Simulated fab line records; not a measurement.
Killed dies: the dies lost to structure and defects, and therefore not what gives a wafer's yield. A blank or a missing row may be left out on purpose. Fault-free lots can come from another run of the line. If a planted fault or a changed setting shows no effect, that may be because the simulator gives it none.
A single fault, viewed from 2 desks / flow gf180mcu / each desk holds nothing but its own numbers, with what lay behind them at the end

== AT THE TOOL OWNER'S DESK: pvdSputter-01 ==
The tool's own readings at GF_SALICIDE_SPUTTER_02 (material Co, target thk 10 nm, time 20 s): means of the sampled wafers that have a number, for each lot that ran on this tool. Any lot whose mean is over 4 standard deviations away from the usual mean is out of limits and marked OUT; that distance is given in the brackets.
Columns: A = throttleValvePct at GF_SALICIDE_SPUTTER_02, usual 29.7 %
lot=L938; first seen here=day 15 17:59; A=30.5
lot=L945; first seen here=day 18 15:52; A=30.5
lot=L946; first seen here=day 19 03:59; A=30.3
lot=L955; first seen here=day 22 02:14; A=30.0
This desk's verdict: no lot among the 4 shows anything out of limits.

== AT THE METROLOGY DESK ==
What the gauges read for every lot (on any tool): the sampled wafers with a number, averaged. Any lot whose mean is over 4 standard deviations away from the usual mean is out of limits and marked OUT; that distance is given in the brackets.
Columns: A = PSD_OVL at GF_PSD_OVL_MEAS_08, usual -0.8 nm; B = SALICIDE_TIN_RS at GF_SALICIDE_RS_MEAS_04, usual 16.41 ohm/sq
lot=L938; first seen here=day 14 20:43; A=-1.2; B=16.43
lot=L939; first seen here=day 15 00:46; A=0.5; B=16.40
lot=L945; first seen here=day 17 15:32; A=-2.1; B=15.62
lot=L946; first seen here=day 18 03:32; A=-1.9; B=15.83
lot=L949; first seen here=day 18 20:15; A=-2.4; B=16.64
lot=L950; first seen here=day 19 07:37; A=-2.7; B=16.29
lot=L951; first seen here=day 19 16:58; A=0.0; B=16.29
lot=L952; first seen here=day 20 07:09; A=-1.4; B=16.55
lot=L954; first seen here=day 20 14:28; A=-0.9; B=16.31
lot=L955; first seen here=day 21 01:04; A=-1.2; B=16.48
lot=L956; first seen here=day 21 12:20; A=-0.1; B=16.64
lot=L958; first seen here=day 22 07:07; A=0.0; B=16.20
This desk's verdict: no lot among the 12 shows anything out of limits.

== PUT TOGETHER ==
The desk of the tool owner found nothing out of limits.
From the metrology desk's view, nothing was out of limits.

== WHAT THE SIMULATOR PUT IN ==
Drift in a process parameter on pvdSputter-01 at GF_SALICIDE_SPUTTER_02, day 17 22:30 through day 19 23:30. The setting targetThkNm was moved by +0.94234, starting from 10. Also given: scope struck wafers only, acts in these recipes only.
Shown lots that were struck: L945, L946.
